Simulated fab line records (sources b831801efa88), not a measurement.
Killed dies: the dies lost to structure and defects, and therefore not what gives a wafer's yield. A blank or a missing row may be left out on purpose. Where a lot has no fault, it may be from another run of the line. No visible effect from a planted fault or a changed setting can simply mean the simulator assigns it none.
What tool caused it? + flow gf180mcu + 20 wafers sampled from 7 lots at 1 step of a route of 602

## WHAT EACH GAUGE READ, for each wafer
GF_STI_BOW_MEAS_00.
| lot  | measured    | on            | INCOMING_BOW (um) |
|------|-------------|---------------|-------------------|
| L566 | day 1 20:00 | film metro-01 | 3 -9 -2           |
| L569 | day 2 11:02 | film metro-02 | 10 9              |
| L573 | day 3 07:01 | film metro-03 | -17 8 6           |
| L576 | day 3 22:00 | film metro-01 | -3 -13 -5         |
| L579 | day 4 13:00 | film metro-01 | -8 8 2            |
| L582 | day 5 04:01 | film metro-02 | -11 -2 2          |
| L587 | day 6 05:00 | film metro-03 | -7 -3 -6          |

## EACH LOT AND THE TOOL THAT RAN IT (in order: tool; ch and the chambers of the sampled wafers; start)
The record shows no process step preceding these readings.

## THE ANSWER, worked out from the rows above alone
Rule: what is usual is taken from the lots themselves. The widest of any qualifying gaps counts: lots, ordered by their means at a reading, are off when they make up no more than a third of the lots, leave a main group of 4 or more, and stand apart from it by 3 or more times the standard deviation of that group's means. A main group whose means are all the same, to the digits that the tables above print for the reading, isn't used. Also off: a lot with no number at a reading for which 4 or more lots have one. Any other lot the step has rows for is counted as sound.
Off: L569, at GF_STI_BOW_MEAS_00 (INCOMING_BOW). Mean -3 um and standard deviation 2.6 in the main group.
If a tool, at a process step before that reading, ran all the lots that are off and no sound lot after the first of them, it fits. Gauges at GF_STI_BOW_MEAS_00: tried the same way as those tools. No candidate that was tried fits.

## WHAT THE SIMULATOR PUT IN
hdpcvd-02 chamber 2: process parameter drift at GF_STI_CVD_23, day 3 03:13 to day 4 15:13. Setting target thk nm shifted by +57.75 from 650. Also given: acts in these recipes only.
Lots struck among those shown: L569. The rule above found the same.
